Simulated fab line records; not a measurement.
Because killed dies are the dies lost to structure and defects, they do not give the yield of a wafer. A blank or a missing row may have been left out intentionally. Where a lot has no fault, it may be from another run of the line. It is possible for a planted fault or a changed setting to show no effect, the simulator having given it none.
Struck lot and sound lot, side by side ; flow sky130 ; 23 out of 708 route steps
Sound: these wafers, L706.4, L706.5, L706.6. Struck: wafer L728.6 (L728.1, L728.4, from the same lot, were not struck and are left out); the cause is given at the end.
At each step with rows: each side's tool, then ch and its chambers, then its first start. Under that, the readings that differ: sound wafers ; struck wafers ; difference of the means ; sigmas: that difference in standard deviations of wafers without a fault.
alike: readings whose means differ by less than 2 such deviations, and words and numbers that are the same on both sides. not compared: withheld readings, readings that some wafer has no value for, bounds like >300 that may hide the same value, and numbers for which the record gives no deviation and whose values overlap.
A row with sigmas, a row that says differs or no value, or rows on one side alone: a step with any of these is where the two part. Non-overlapping numbers with no deviation appear without sigmas and do not part them. A reading missing from all wafers of one side parts the sides only when that side holds two or more wafers.

first, 8 steps without rows for these wafers: SKY_RES_XHIGH_DEHYDRATE_00 (time 60 s); SKY_RES_XHIGH_HMDS_01 (prime time 60 s); SKY_RES_XHIGH_COAT_02 (resist thk 1140 nm); SKY_RES_XHIGH_SOFTBAKE_03 (time 60 s); SKY_RES_XHIGH_EXPOSE_04 (exposes mask URPM, target cd 1270 nm); SKY_RES_XHIGH_PEB_05; SKY_RES_XHIGH_DEVELOP_06 (develop time 60 s); SKY_RES_XHIGH_IMPLANT_07.
SKY_RES_XHIGH_STRIP_08: strips in O2/N2.
  sound on plasmaAsher-04 ch 0,1, day 27 03:07; struck on plasmaAsher-02 ch 0, day 33 19:08
reading;sound;struck;difference;sigmas
drypumpMotorCurrentA (A);5.4 5.8 5.4;6.4;+0.9;+2
  alike: oesProductAu, stripTimeToEndpointS
  not compared: rfHoursCounterH
SKY_RES_XHIGH_TW_MEAS_09:
  struck on filmMetro-04, day 33 19:14; sound on filmMetro-02, day 27 03:13
  alike: RES_XHIGH_TW
then, 2 steps without rows for these wafers: SKY_SD_N_DEHYDRATE_00 (time 60 s); SKY_SD_N_HMDS_01 (prime time 60 s).
SKY_SD_N_COAT_02: resist thk 1140 nm.
  sound on lithoTrack-04 ch 0, day 27 17:53; struck on lithoTrack-04 ch 0, day 34 08:13
reading;sound;struck;difference;sigmas
model.NOVOLAK_of_SD_N_COAT_02.thkNm (nm);1141 1141 1143;575.3;-566.4;
  alike: spinSpeedRpm
then, 3 steps without rows for these wafers: SKY_SD_N_SOFTBAKE_03 (time 60 s); SKY_SD_N_EXPOSE_04 (exposes mask NSDM, target cd 380 nm); SKY_SD_N_PEB_05.
SKY_SD_N_DEVELOP_06: develop time 60 s.
  sound on lithoTrack-03 ch 0, day 28 08:13; struck on lithoTrack-02 ch 0, day 34 21:13
reading;sound;struck;difference;sigmas
model.NOVOLAK_of_SD_N_COAT_02.thkNm (nm);1141 1140 1143;574.9;-566.4;
SKY_SD_N_CD_MEAS_07: target cd 380 nm.
  struck on cdSem-01, day 34 21:22; sound on cdSem-01, day 28 08:20
reading;sound;struck;difference;sigmas
cdNm (nm);380.1 378.6 381.3;455.3;+75.3;+36
SKY_SD_N_OVL_MEAS_08:
  struck on overlay-01, day 34 21:29; sound on overlay-02, day 28 08:25
  alike: SD_N_OVL
then, 2 steps without rows for these wafers: SKY_SD_N_IMPLANT_09; SKY_SD_N_IMPLANT_10.
SKY_SD_N_STRIP_11: strips in O2/N2.
  sound on plasmaAsher-02 ch 0,1, day 28 08:46; struck on plasmaAsher-01 ch 0, day 34 21:49
reading;sound;struck;difference;sigmas
oesProductAu (a.u.);0.519 0.530 0.528;0.451;-0.075;-17
stripTimeToEndpointS (s);22.57 22.59 22.59;16.10;-6.48;-99 or more
  alike: drypumpMotorCurrentA
  not compared: rfHoursCounterH
SKY_SD_N_TW_MEAS_12:
  struck on filmMetro-01, day 34 21:55; sound on filmMetro-02, day 28 08:52
  alike: SD_N_TW

## WHERE THEY PART
Earliest at SKY_RES_XHIGH_STRIP_08; latest, in this record, at SKY_SD_N_STRIP_11. Later steps at which nothing parts them and some readings are alike: SKY_SD_N_TW_MEAS_12.

WHY: the cause the simulator had injected
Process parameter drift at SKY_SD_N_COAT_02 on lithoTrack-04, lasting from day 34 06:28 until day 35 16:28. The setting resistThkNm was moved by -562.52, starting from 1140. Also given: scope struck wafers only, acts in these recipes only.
